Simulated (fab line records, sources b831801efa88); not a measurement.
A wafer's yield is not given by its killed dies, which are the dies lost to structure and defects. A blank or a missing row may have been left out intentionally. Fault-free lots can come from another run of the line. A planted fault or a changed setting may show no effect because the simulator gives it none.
A struck lot beside a sound one -- flow sfqLine -- 14 steps out of a route of 325
Sound: these wafers, L901.1, L901.2, L901.6. The struck wafers were L909.2, L909.5, L909.6. The cause is given at the end.
At each step with rows: each side's tool, then ch and its chambers, then its first start. Under that, the readings that differ: sound wafers -- struck wafers -- difference of the means -- sigmas: that difference in standard deviations of wafers without a fault.
alike: readings with means less than 2 such deviations apart, plus words and numbers identical on both sides. not compared: withheld readings, readings lacking a value on some wafer, bounds such as >300 that could conceal the same value, and numbers that have no deviation in the record and whose values overlap.
A row with sigmas, a row that says differs or no value, or rows on one side alone: a step with any of these is where the two part. Numbers that have no deviation but don't overlap get no sigmas and don't part them. A reading missing from all wafers of one side parts the sides only when that side holds two or more wafers.

first, 6 steps without rows for these wafers: SFQ_TRILAYER_M7_LITHO_COAT_182 (resist thk 62 nm); SFQ_TRILAYER_M7_LITHO_COAT_177 (resist thk 600 nm); SFQ_TRILAYER_M7_LITHO_SOFTBAKE_181; SFQ_TRILAYER_M7_LITHO_EXPOSE_178 (exposes mask M7, target cd 500 nm); SFQ_TRILAYER_M7_LITHO_PEB_180 (peb time 60 s); SFQ_TRILAYER_M7_LITHO_DEVELOP_179 (time 60 s).
SFQ_M7_OVL_MEAS_945:
  sound: overlay-02 at day 62 20:30; struck: overlay-01 at day 68 13:24
  alike: M7_OVL
SFQ_TRILAYER_M7_BARC_OPEN_METAL_ETCH_229: etches BARC in O2, target depth 125 nm, time 41.7 s.
  sound on rieMetal-04 ch 0,1, day 62 20:32; struck on rieMetal-02 ch 0,1, day 68 13:26
  alike: drypumpMotorCurrentA, oesProductAu, rfFwdPowerW
  not compared: rfHoursCounterH
SFQ_TRILAYER_M7_ETCH_METAL_ETCH_180: etches Nb in Cl2/Ar, stops on SiO2, target depth 240 nm, time 120 s.
  sound on rieMetal-04 ch 0,1, day 62 20:35; struck on rieMetal-02 ch 0,1, day 68 13:29
reading,sound,struck,difference,sigmas
oesProductAu (a.u.),0.883 0.891 0.879,0.909 0.906 0.902,+0.021,+3
  alike: drypumpMotorCurrentA, rfFwdPowerW
  not compared: rfHoursCounterH
SFQ_TRILAYER_M7_STRIP_STRIP_181: strips in O2.
  sound on rieMetal-04 ch 0,1, day 62 20:43; struck on rieMetal-02 ch 0,1, day 68 13:37
  alike: drypumpMotorCurrentA, oesProductAu, platenTempC
  not compared: rfHoursCounterH
then, 1 step without rows for these wafers: SFQ_TRILAYER_M7_STRIP_SOLV_CLEAN_182 (cleans in NMP, time 600 s).
SFQ_TRILAYER_I7_DEP_PECVD_183: deposits SiO2 from SiH4/N2O, time 111.11 s, target thk 500 nm.
  sound on pecvd-02 ch 0,2, day 62 21:29; struck on pecvd-01 ch 0,1,2, day 68 14:23
  alike: heaterPowerW, rfFwdPowerW, throttleValvePct
SFQ_TRILAYER_I7_CMP_CMP_184: polishes SiO2.
  sound on cmp-01 ch 0,3, day 63 08:41; struck on cmp-01 ch 0,1,2, day 68 20:19
reading,sound,struck,difference,sigmas
headPressurePsi (psi),3.007 3.011 3.004,2.379 2.379 2.375,-0.630,-93
timeToEndpointS (s),215 212 219,280 277 282,+64,+9
  alike: motorCurrentA
SFQ_I7_BOW_MEAS_946:
  sound: filmMetro-04 at day 63 11:41; struck: filmMetro-04 at day 68 21:50
  alike: I7_BOW

WHERE THEY PART
Last at SFQ_TRILAYER_I7_CMP_CMP_184 as far as this record goes, first at SFQ_TRILAYER_M7_ETCH_METAL_ETCH_180. Later steps at which nothing parts them and some readings are alike: SFQ_I7_BOW_MEAS_946.

WHY: whatever the simulator had introduced
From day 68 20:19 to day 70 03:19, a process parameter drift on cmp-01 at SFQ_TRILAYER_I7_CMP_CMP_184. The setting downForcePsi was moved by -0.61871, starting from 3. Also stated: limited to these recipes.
